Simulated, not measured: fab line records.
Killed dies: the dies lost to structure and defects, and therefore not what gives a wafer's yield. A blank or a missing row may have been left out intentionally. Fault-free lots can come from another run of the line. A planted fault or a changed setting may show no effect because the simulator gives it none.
fab line records	flow sfq-line
record lots=7	wafers=21	last-day=92
route steps=325 shown R5@213 I5@228 C5@240 M6@251 M8@325
lots untouched by any fault: they come from a run of this same line in which no faults occurred
start-h: start of the lot's first displayed wafer, in hours after the record's first day	wait-h: how many hours have passed since the lot's step before this one	" same as the row above	L1.1+2: a single row standing in for several wafers	- no value, or no start given	* or withheld: withheld	< > ~ a bound
route shown NAME@n: a module of which the file shows steps, and the number in the route of the first	usual: the fault-free wafers' mean and standard deviation	same: alike in all rows	chamber/n: place in a boat	sites: readings site by site	_std_site: standard deviation of those values	_edge_site: inner sites' mean taken away from outer sites' mean	radius-mm: how far each site lies from the wafer's centre	mask NAME#n: copy n	behind: tool/chamber where the wafer was last shaped	hold: why the lot went on hold/how many hours it stayed there/how the hold came to an end	device: the n, p or np transistor that did not switch	end of line: tests of these same wafers at the route's end	a step without rows: its recipe alone	killed: dies that structure and defects cost at the first sort, which is not the same as the wafer's yield	map: a wafer's dies, marking killed ones x, the rest . and places with no die _
set.NAME: the setting as run; set.NAME@STEP: as run at that earlier step	model.NAME: the simulator's own value behind a step, which no gauge read
lots at selected steps of the route; one table per step, one row per wafer
services: from which hour (start-h, from the record's first day; less than 0 if before it) a tool's chamber was out of use, for how many hours, and why
## steps
# step SFQ_TRILAYER_R5_DEP_SPUTTER_133
# recipe material=MoNx	base-pressure-pa=1.33e-06	target-thk-nm=40	power-w=1000	time-s=66.7	chamber-pressure-pa=0.4
# usual throttle-valve-pct=29.7/0.74
lot.wafer	tool	chamber	start-h	wait-h	throttle-valve-pct
L144.1	pvd-sputter-05	-	1673.59	0.0	30.4
L144.2	"	-	"	"	29.8
L144.4	"	-	"	"	30.5
L146.3	pvd-sputter-05	-	1677.78	0.0	29.0
L146.4	"	-	"	"	30.5
L146.6	"	-	"	"	30.3
L147.3	pvd-sputter-06	-	1679.59	0.0	29.6
L147.5	"	-	"	"	29.7
L147.6	"	-	"	"	29.1
L151.1	pvd-sputter-05	-	1686.78	0.0	29.7
L151.3	"	-	"	"	30.4
L151.4	"	-	"	"	30.4
L152.1	pvd-sputter-05	-	1759.16	0.0	29.7
L152.2	"	-	"	"	29.0
L152.6	"	-	"	"	29.3
L156.1	pvd-sputter-06	-	1803.21	0.0	29.6
L156.3	"	-	"	"	31.2
L156.6	"	-	"	"	29.7
L160.2	pvd-sputter-04	-	1818.67	0.0	29.2
L160.4	"	-	"	"	28.8
L160.6	"	-	"	"	28.8
# step SFQ_TRILAYER_R5_DEP_SPUTTER_134
# recipe material=Ti	base-pressure-pa=1.33e-06	target-thk-nm=5	power-w=2000	time-s=5	chamber-pressure-pa=0.4
# step SFQ_R5_RS_MEAS_933
# recipe thk-meas-gauge=four-point-probe	reads=Ti_of_TRILAYER_R5_DEP_SPUTTER_134+MoNx_of_TRILAYER_R5_DEP_SPUTTER_133+Ti_of_TRILAYER_R5_DEP_SPUTTER_132
# usual R5_MONX_RS=7.03/0.067
lot.wafer	tool	chamber	start-h	wait-h	R5_MONX_RS[ohm/sq]
L144.1	film-metro-02	-	1673.67	0.0	6.96
L144.2	"	-	"	"	6.91
L144.4	"	-	"	"	6.93
L146.3	film-metro-01	-	1677.89	0.0	6.96
L146.4	"	-	"	"	6.97
L146.6	"	-	"	"	7.06
L147.3	film-metro-02	-	1679.71	0.0	6.92
L147.5	"	-	"	"	6.92
L147.6	"	-	"	"	6.94
L151.1	film-metro-01	-	1686.85	0.0	6.98
L151.3	"	-	"	"	7.00
L151.4	"	-	"	"	7.01
L152.1	film-metro-03	-	1759.23	0.0	6.99
L152.2	"	-	"	"	6.97
L152.6	"	-	"	"	6.92
L156.1	film-metro-01	-	1803.29	0.0	7.03
L156.3	"	-	"	"	7.08
L156.6	"	-	"	"	7.07
L160.2	film-metro-01	-	1818.76	0.0	7.11
L160.4	"	-	"	"	7.14
L160.6	"	-	"	"	7.09
# step SFQ_R5_THK_MEAS_934
# recipe thk-meas-gauge=xrf	reads=MoNx_of_TRILAYER_R5_DEP_SPUTTER_133
# usual R5_MONX_THK=39.7/0.42
lot.wafer	tool	chamber	start-h	wait-h	R5_MONX_THK[nm]
L144.1	film-metro-02	-	1673.79	0.1	40.1
L144.2	"	-	"	"	40.4
L144.4	"	-	"	"	40.5
L146.3	film-metro-01	-	1677.99	0.1	40.1
L146.4	"	-	"	"	40.0
L146.6	"	-	"	"	39.3
L147.3	film-metro-02	-	1679.81	0.1	40.3
L147.5	"	-	"	"	40.6
L147.6	"	-	"	"	40.2
L151.1	film-metro-01	-	1686.97	0.1	40.2
L151.3	"	-	"	"	40.1
L151.4	"	-	"	"	39.9
L152.1	film-metro-03	-	1759.35	0.1	40.0
L152.2	"	-	"	"	40.0
L152.6	"	-	"	"	40.1
L156.1	film-metro-01	-	1803.41	0.1	40.1
L156.3	"	-	"	"	39.9
L156.6	"	-	"	"	39.5
L160.2	film-metro-01	-	1818.87	0.1	39.6
L160.4	"	-	"	"	39.0
L160.6	"	-	"	"	39.3
# step SFQ_TRILAYER_R5_LITHO_COAT_141
# recipe resist=BARC	spin-rpm=3000	resist-thk-nm=62
# step SFQ_TRILAYER_R5_LITHO_COAT_136
# recipe resist=KrF	spin-rpm=3000	resist-thk-nm=600
# step SFQ_TRILAYER_R5_LITHO_SOFTBAKE_140
# recipe temp-c=withheld	time-s=withheld	resist=KrF
# step SFQ_TRILAYER_R5_LITHO_EXPOSE_137
# recipe mask-id=R5	na=0.6	source-shape=conventional	sigma-outer=0.65	target-cd-nm=500	dose-mj=14.4
# step SFQ_TRILAYER_R5_LITHO_PEB_139
# recipe peb-temp-c=115	peb-time-s=60	resist=KrF
# step SFQ_TRILAYER_R5_LITHO_DEVELOP_138
# recipe time-s=60	resist=KrF
# step SFQ_R5_OVL_MEAS_935
# usual R5_OVL=3/5
lot.wafer	tool	chamber	start-h	wait-h	R5_OVL[nm]
L144.1	overlay-01	-	1773.75	0.1	6
L144.2	"	-	"	"	6
L144.4	"	-	"	"	8
L146.3	overlay-01	-	1777.36	0.1	6
L146.4	"	-	"	"	7
L146.6	"	-	"	"	7
L147.3	overlay-01	-	1779.76	0.1	4
L147.5	"	-	"	"	5
L147.6	"	-	"	"	6
L151.1	overlay-01	-	1788.15	0.1	5
L151.3	"	-	"	"	8
L151.4	"	-	"	"	11
L152.1	overlay-01	-	1854.17	0.1	-5
L152.2	"	-	"	"	-2
L152.6	"	-	"	"	-1
L156.1	overlay-01	-	1900.64	0.1	-1
L156.3	"	-	"	"	2
L156.6	"	-	"	"	-1
L160.2	overlay-01	-	1919.84	0.1	-4
L160.4	"	-	"	"	-2
L160.6	"	-	"	"	-9
# step SFQ_TRILAYER_R5_BARC_OPEN_METAL_ETCH_177
# recipe mask-material=PR	chemistry=O2	target-depth-nm=125	target=BARC	icp-w=600	bias-w=80	pressure-mtorr=10	time-s=41.7
# step SFQ_TRILAYER_R5_ETCH_METAL_ETCH_139
# recipe stop-on=SiO2	mask-material=PR	chemistry=Cl2	target-depth-nm=60	icp-w=600	bias-w=80	pressure-mtorr=10	time-s=40
# usual drypump-motor-current-A=5.51/0.24	he-backside-leak-sccm=3.50/0.2	oes-product-au=0.991/0.0059
lot.wafer	tool	chamber	start-h	wait-h	drypump-motor-current-A	he-backside-leak-sccm	oes-product-au	rf-hours-counter-h	model.R5.feature-depth-nm	model.etch.depth-nm	model.KrF_of_TRILAYER_R5_LITHO_COAT_136.thk-nm
L144.1	rie-metal-03	0	1773.84	0.0	5.57	3.56	0.993	33	59.52	59.52	499.7
L144.2	"	1	"	"	5.29	3.30	0.989	50	60	60	499.1
L144.4	"	0	"	"	5.56	3.51	0.999	-	60	60	499.7
L146.3	rie-metal-01	0	1777.46	0.0	5.81	3.46	0.991	-	60	60	498
L146.4	"	1	"	"	5.72	3.36	0.844	-	44.73	44.73	505.1
L146.6	"	1	"	"	5.70	3.24	0.840	-	44.56	44.56	505.4
L147.3	rie-metal-01	0	1779.86	0.0	5.80	3.49	0.995	-	60	60	500.5
L147.5	"	1	"	"	5.71	3.37	0.845	-	45.41	45.41	508.2
L147.6	"	0	"	"	5.81	3.51	0.995	-	60	60	500.6
L151.1	rie-metal-01	1	1788.24	0.0	5.69	3.43	0.852	79	44.71	44.71	505
L151.3	"	0	"	"	5.81	3.40	1.006	-	60	60	497
L151.4	"	1	"	"	5.69	3.46	0.843	-	44.3	44.3	505.1
L152.1	rie-metal-03	0	1854.27	0.0	5.58	3.63	0.988	44	59.18	59.18	498.1
L152.2	"	1	"	"	5.30	3.29	0.994	61	60	60	499
L152.6	"	0	"	"	5.57	3.61	0.984	-	59.04	59.04	498.7
L156.1	rie-metal-01	1	1900.73	0.0	5.73	3.29	0.996	95	60	60	500.8
L156.3	"	1	"	"	5.73	3.18	1.004	-	60	60	501.9
L156.6	"	0	"	"	5.82	3.48	0.992	-	60	60	502.2
L160.2	rie-metal-04	1	1919.93	0.0	5.32	3.72	0.981	68	59.58	59.58	500.2
L160.4	"	1	"	"	5.33	3.65	0.983	-	59.54	59.54	497.6
L160.6	"	1	"	"	5.31	3.73	0.991	-	59.69	59.69	498.9
# step SFQ_TRILAYER_R5_STRIP_STRIP_140
# recipe gas=O2	power-w=200	platen-temp-c=40	overash-fraction=0.65	chemistry=O2	pressure-mtorr=50
# step SFQ_TRILAYER_R5_STRIP_SOLV_CLEAN_141
# recipe chemistry=NMP	temp-c=70	time-s=600
# step SFQ_TRILAYER_A5C_DEP_PECVD_142
# recipe material=SiO2	temp-c=150	time-s=15.556	pressure-torr=2.4	rf-w=183.3	precursor=SiH4/N2O	target-thk-nm=70
# step SFQ_TRILAYER_I5_LITHO_COAT_149
# recipe resist=BARC	spin-rpm=3000	resist-thk-nm=62
# step SFQ_TRILAYER_I5_LITHO_COAT_144
# recipe resist=KrF	spin-rpm=3000	resist-thk-nm=650
# step SFQ_TRILAYER_I5_LITHO_SOFTBAKE_148
# recipe temp-c=withheld	time-s=withheld	resist=KrF
# step SFQ_TRILAYER_I5_LITHO_EXPOSE_145
# recipe mask-id=I5	na=0.6	source-shape=conventional	sigma-outer=0.65	target-cd-nm=700	dose-mj=21.3
# step SFQ_TRILAYER_I5_LITHO_PEB_147
# recipe peb-temp-c=115	peb-time-s=60	resist=KrF
# step SFQ_TRILAYER_I5_LITHO_DEVELOP_146
# recipe time-s=60	resist=KrF
# step SFQ_I5_OVL_MEAS_936
# usual I5_OVL=3/5.7
lot.wafer	tool	chamber	start-h	wait-h	I5_OVL[nm]
L144.1	overlay-02	-	1778.32	0.1	-2
L144.2	"	-	"	"	-4
L144.4	"	-	"	"	1
L146.3	overlay-02	-	1783.13	0.1	6
L146.4	"	-	"	"	-2
L146.6	"	-	"	"	-1
L147.3	overlay-02	-	1785.53	0.1	2
L147.5	"	-	"	"	1
L147.6	"	-	"	"	10
L151.1	overlay-02	-	1795.12	0.1	4
L151.3	"	-	"	"	5
L151.4	"	-	"	"	-10
L152.1	overlay-02	-	1861.74	0.1	-4
L152.2	"	-	"	"	-5
L152.6	"	-	"	"	-8
L156.1	overlay-02	-	1996.76	0.1	20
L156.3	"	-	"	"	15
L156.6	"	-	"	"	5
L160.2	overlay-01	-	2017.17	0.1	-8
L160.4	"	-	"	"	-8
L160.6	"	-	"	"	-9
# step SFQ_TRILAYER_I5_BARC_OPEN_VIA_ETCH_200
# recipe mask-material=PR	chemistry=O2	target-depth-nm=125	target=BARC	source-w=500	bias-w=80	pressure-mtorr=30	time-s=41.7
# step SFQ_TRILAYER_I5_ETCH_VIA_ETCH_147
# recipe stop-on=Nb	mask-material=PR	chemistry=CHF3	target-depth-nm=360	source-w=500	bias-w=80	pressure-mtorr=30	time-s=withheld
# usual drypump-motor-current-A=5.9/0.47	oes-product-au=0.990/0.0053
lot.wafer	tool	chamber	start-h	wait-h	drypump-motor-current-A	oes-product-au
L144.1	rie-diel-02	2	1778.40	0.0	6.0	0.986
L144.2	"	1	"	"	4.8	0.989
L144.4	"	3	"	"	5.2	0.995
L146.3	rie-diel-02	1	1783.20	0.0	4.9	0.989
L146.4	"	0	"	"	5.6	0.987
L146.6	"	3	"	"	5.2	0.993
L147.3	rie-diel-03	2	1785.60	0.0	6.0	0.987
L147.5	"	3	"	"	5.5	0.989
L147.6	"	2	"	"	6.0	0.987
L151.1	rie-diel-03	2	1795.20	0.0	6.0	0.995
L151.3	"	0	"	"	6.1	0.994
L151.4	"	1	"	"	5.9	0.997
L152.1	rie-diel-01	2	1861.81	0.0	5.9	1.000
L152.2	"	3	"	"	6.3	0.998
L152.6	"	2	"	"	5.9	1.000
L156.1	rie-diel-01	0	1996.84	0.0	5.6	0.991
L156.3	"	1	"	"	6.7	0.988
L156.6	"	3	"	"	6.4	1.001
L160.2	rie-diel-01	3	2017.24	0.0	6.4	0.995
L160.4	"	1	"	"	6.7	0.992
L160.6	"	2	"	"	5.9	0.996
# step SFQ_TRILAYER_I5_STRIP_STRIP_148
# recipe gas=O2	power-w=200	platen-temp-c=40	overash-fraction=0.65	chemistry=O2	pressure-mtorr=50
# usual drypump-motor-current-A=5.49/0.29	he-backside-leak-sccm=3.55/0.25	oes-product-au=1.001/0.006
lot.wafer	tool	chamber	start-h	wait-h	drypump-motor-current-A	he-backside-leak-sccm	oes-product-au	rf-hours-counter-h
L144.1	rie-metal-04	1	1778.55	-	5.33	3.66	1.003	51
L144.2	"	0	"	"	5.17	3.53	1.002	65
L144.4	"	0	"	"	5.16	3.64	1.003	-
L146.3	rie-metal-04	1	1783.55	-	5.30	3.58	1.007	-
L146.4	"	0	"	"	5.17	3.94	1.004	-
L146.6	"	1	"	"	5.32	3.61	1.011	-
L147.3	rie-metal-03	0	1785.95	-	5.57	3.60	1.006	-
L147.5	"	1	"	"	5.31	3.44	1.003	-
L147.6	"	0	"	"	5.59	3.46	1.000	-
L151.1	rie-metal-02	0	1795.35	-	5.96	3.12	1.008	28
L151.3	"	0	"	"	6.02	3.07	1.000	-
L151.4	"	0	"	"	6.00	3.11	0.998	-
L152.1	rie-metal-02	0	1861.96	-	5.95	3.18	1.010	39
L152.2	"	0	"	"	5.95	3.12	0.998	-
L152.6	"	0	"	"	5.95	3.17	0.993	-
L156.1	rie-metal-04	1	1996.99	-	5.32	3.82	1.005	75
L156.3	"	1	"	"	5.33	3.80	1.004	-
L156.6	"	1	"	"	5.35	3.71	1.004	-
L160.2	rie-metal-04	1	2017.39	-	5.34	3.82	1.003	79
L160.4	"	0	"	"	5.17	3.47	1.010	-
L160.6	"	0	"	"	5.17	3.56	1.003	-
# step SFQ_TRILAYER_I5_STRIP_SOLV_CLEAN_149
# recipe chemistry=NMP	temp-c=70	time-s=600
# step SFQ_TRILAYER_C5_LITHO_COAT_156
# recipe resist=BARC	spin-rpm=3000	resist-thk-nm=62
# step SFQ_TRILAYER_C5_LITHO_COAT_151
# recipe resist=KrF	spin-rpm=3000	resist-thk-nm=650
# step SFQ_TRILAYER_C5_LITHO_SOFTBAKE_155
# recipe temp-c=withheld	time-s=withheld	resist=KrF
# step SFQ_TRILAYER_C5_LITHO_EXPOSE_152
# recipe mask-id=C5	na=0.6	source-shape=conventional	sigma-outer=0.65	target-cd-nm=500	dose-mj=21.3
# step SFQ_TRILAYER_C5_LITHO_PEB_154
# recipe peb-temp-c=115	peb-time-s=60	resist=KrF
# step SFQ_TRILAYER_C5_LITHO_DEVELOP_153
# recipe time-s=60	resist=KrF
# step SFQ_C5_OVL_MEAS_937
# usual C5_OVL=2/6
lot.wafer	tool	chamber	start-h	wait-h	C5_OVL[nm]
L144.1	overlay-02	-	1784.32	0.1	-6
L144.2	"	-	"	"	-2
L144.4	"	-	"	"	-5
L146.3	overlay-02	-	1789.13	0.1	1
L146.4	"	-	"	"	3
L146.6	"	-	"	"	-2
L147.3	overlay-02	-	1791.53	0.1	-3
L147.5	"	-	"	"	6
L147.6	"	-	"	"	4
L151.1	overlay-02	-	1798.97	0.1	10
L151.3	"	-	"	"	5
L151.4	"	-	"	"	1
L152.1	overlay-01	-	1865.71	0.1	-11
L152.2	"	-	"	"	-9
L152.6	"	-	"	"	-12
L156.1	overlay-02	-	2010.27	0.1	5
L156.3	"	-	"	"	10
L156.6	"	-	"	"	11
L160.2	overlay-02	-	2029.48	0.1	-3
L160.4	"	-	"	"	1
L160.6	"	-	"	"	-1
# step SFQ_TRILAYER_C5_BARC_OPEN_VIA_ETCH_210
# recipe mask-material=PR	chemistry=O2	target-depth-nm=125	target=BARC	source-w=500	bias-w=80	pressure-mtorr=30	time-s=41.7
# usual drypump-motor-current-A=5.8/0.46	oes-product-au=0.685/0.0041
lot.wafer	tool	chamber	start-h	wait-h	drypump-motor-current-A	oes-product-au	rf-hours-counter-h
L144.1	rie-diel-01	1	1784.36	0.0	6.7	0.686	1
L144.2	"	0	"	"	5.6	0.683	18
L144.4	"	3	"	"	6.3	0.685	2
L146.3	rie-diel-04	0	1789.18	0.0	5.8	0.677	-
L146.4	"	1	"	"	6.1	0.684	-
L146.6	"	0	"	"	5.8	0.686	-
L147.3	rie-diel-02	0	1791.56	0.0	5.6	0.688	17
L147.5	"	1	"	"	4.8	0.677	-
L147.6	"	0	"	"	5.6	0.689	-
L151.1	rie-diel-04	3	1799.01	0.0	6.1	0.685	10
L151.3	"	2	"	"	5.1	0.684	11
L151.4	"	0	"	"	5.8	0.688	3
L152.1	rie-diel-02	2	1865.75	0.0	6.0	0.681	1
L152.2	"	1	"	"	4.8	0.682	14
L152.6	"	1	"	"	4.8	0.683	-
L156.1	rie-diel-01	1	2010.31	0.0	6.7	0.684	3
L156.3	"	3	"	"	6.4	0.683	5
L156.6	"	2	"	"	5.9	0.685	-
L160.2	rie-diel-04	0	2029.51	0.0	5.8	0.685	5
L160.4	"	2	"	"	5.1	0.684	12
L160.6	"	3	"	"	6.1	0.689	-
# step SFQ_TRILAYER_C5_ETCH_VIA_ETCH_154
# recipe target=SiO2	mask-material=PR	chemistry=CHF3	target-depth-nm=84	source-w=500	bias-w=80	pressure-mtorr=30	time-s=withheld	stop-on=Nb
# usual drypump-motor-current-A=5.8/0.46	oes-product-au=0.896/0.0082
lot.wafer	tool	chamber	start-h	wait-h	drypump-motor-current-A	oes-product-au
L144.1	rie-diel-01	1	1784.40	0.0	6.7	0.880
L144.2	"	0	"	"	5.6	0.878
L144.4	"	3	"	"	6.4	0.896
L146.3	rie-diel-04	0	1789.24	0.0	5.8	0.886
L146.4	"	1	"	"	6.0	0.906
L146.6	"	0	"	"	5.8	0.898
L147.3	rie-diel-02	0	1791.60	0.0	5.6	0.889
L147.5	"	1	"	"	4.8	0.896
L147.6	"	0	"	"	5.6	0.894
L151.1	rie-diel-04	3	1799.05	0.0	6.1	0.888
L151.3	"	2	"	"	5.1	0.890
L151.4	"	0	"	"	5.8	0.902
L152.1	rie-diel-02	2	1865.79	0.0	6.0	0.886
L152.2	"	1	"	"	4.8	0.885
L152.6	"	1	"	"	4.8	0.890
L156.1	rie-diel-01	1	2010.35	0.0	6.7	0.882
L156.3	"	3	"	"	6.4	0.891
L156.6	"	2	"	"	5.9	0.908
L160.2	rie-diel-04	0	2029.55	0.0	5.8	0.889
L160.4	"	2	"	"	5.1	0.903
L160.6	"	3	"	"	6.1	0.904
# step SFQ_TRILAYER_C5_STRIP_STRIP_155
# recipe gas=O2	power-w=200	platen-temp-c=40	overash-fraction=0.65	chemistry=O2	pressure-mtorr=50
# step SFQ_TRILAYER_C5_STRIP_SOLV_CLEAN_156
# recipe chemistry=NMP	temp-c=70	time-s=600
# step SFQ_TRILAYER_M6_DEP_PRE_CLEAN_158
# recipe gas=Ar	time-s=22.5	bias-v=250
# step SFQ_TRILAYER_M6_DEP_SPUTTER_157
# recipe material=Nb	base-pressure-pa=1.33e-06	chamber-pressure-pa=0.1333	substrate-temp-c=20	target-thk-nm=200	power-w=2000	time-s=133.3
# step SFQ_M6_RS_MEAS_938
# recipe thk-meas-gauge=four-point-probe	reads=Nb_of_TRILAYER_M6_DEP_SPUTTER_157
# usual M6_NB_RS=0.886/0.0099
lot.wafer	tool	chamber	start-h	wait-h	M6_NB_RS[ohm/sq]
L144.1	film-metro-04	-	1785.34	0.0	0.874
L144.2	"	-	"	"	0.881
L144.4	"	-	"	"	0.886
L146.3	film-metro-03	-	1790.22	0.1	0.886
L146.4	"	-	"	"	0.885
L146.6	"	-	"	"	0.885
L147.3	film-metro-01	-	1792.60	0.1	0.896
L147.5	"	-	"	"	0.896
L147.6	"	-	"	"	0.900
L151.1	film-metro-03	-	1800.59	0.0	0.896
L151.3	"	-	"	"	0.903
L151.4	"	-	"	"	0.904
L152.1	film-metro-03	-	1866.73	0.0	0.862
L152.2	"	-	"	"	0.869
L152.6	"	-	"	"	0.859
L156.1	film-metro-01	-	2011.89	0.0	0.887
L156.3	"	-	"	"	0.887
L156.6	"	-	"	"	0.885
L160.2	film-metro-03	-	2030.69	0.1	0.881
L160.4	"	-	"	"	0.886
L160.6	"	-	"	"	0.888
# step SFQ_M8_BOW_MEAS_951
# recipe mode=bow
# usual M8_BOW=8/12
lot.wafer	tool	chamber	start-h	wait-h	M8_BOW[um]	model.etest.r5.comb-log10-ohm
L144.1	film-metro-03	-	2017.40	0.0	-2	12
L144.2	"	-	"	"	-1	12
L144.4	"	-	"	"	5	12
L146.3	film-metro-03	-	2023.44	0.0	17	12
L146.4	"	-	"	"	3	0
L146.6	"	-	"	"	2	0
L147.3	film-metro-03	-	2028.42	0.0	-22	12
L147.5	"	-	"	"	-11	0
L147.6	"	-	"	"	-10	12
L151.1	film-metro-03	-	2046.22	0.0	9	0
L151.3	"	-	"	"	4	12
L151.4	"	-	"	"	18	0
L152.1	film-metro-03	-	2047.40	0.0	5	12
L152.2	"	-	"	"	3	12
L152.6	"	-	"	"	12	12
L156.1	film-metro-04	-	2140.69	0.0	19	12
L156.3	"	-	"	"	23	12
L156.6	"	-	"	"	22	12
L160.2	film-metro-01	-	2211.84	0.0	15	12
L160.4	"	-	"	"	16	12
L160.6	"	-	"	"	9	12
## services
tool	chamber	start-h	hours	kind
rie-diel-01	1	1658.12	2.5	repair
rie-diel-02	2	1685.83	5.3	repair
rie-metal-04	-	1690.27	1.9	repair
rie-metal-01	-	1698.26	0.3	repair
pvd-sputter-05	-	1711.21	2.8	repair
rie-diel-04	0	1753.81	6.9	repair
rie-diel-04	2	1758.50	37.5	repair
rie-metal-01	-	1767.01	1.8	repair
rie-metal-03	-	1796.92	0.3	repair
rie-diel-04	-	1808.57	0.4	repair
rie-diel-04	3	1836.65	1.6	repair
rie-metal-01	-	1850.55	1.1	repair
rie-diel-01	1	1867.38	5.9	repair
rie-metal-04	-	1869.37	1.4	pm
rie-diel-02	0	1870.23	10.4	repair
rie-diel-02	2	1873.80	9.2	repair
rie-metal-03	-	1873.90	2.8	pm
rie-diel-04	-	1875.12	14.6	pm
rie-diel-01	-	1915.91	2.8	pm
rie-diel-04	0	1928.38	4.9	repair
rie-diel-04	2	1938.07	8.6	repair
rie-diel-02	1	1953.39	7.5	repair
rie-diel-02	1	1987.66	1.6	repair
rie-diel-04	1	2001.16	6.3	repair
## key
first-sign step=SFQ_TRILAYER_R5_ETCH_METAL_ETCH_139	reading=oes-product-au	direction=down	sigmas=25	usual=0.991	struck=0.845
effect none on later readings
model-effect step=SFQ_TRILAYER_R5_ETCH_METAL_ETCH_139	value=R5.feature-depth-nm	without=59.87	struck=44.74
model-effect step=SFQ_M8_BOW_MEAS_951	value=etest.r5.comb-log10-ohm	without=12	struck=0
met-at SFQ_TRILAYER_R5_ETCH_METAL_ETCH_139
struck-wafers L146.4,L146.6,L147.5,L151.1,L151.4
fault kind=process-parameter-drift	tool=rie-metal-01	chamber=1	onset-h=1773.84	steps=SFQ_TRILAYER_R5_ETCH_METAL_ETCH_139	channel=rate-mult	offset=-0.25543	shape=step	end-h=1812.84
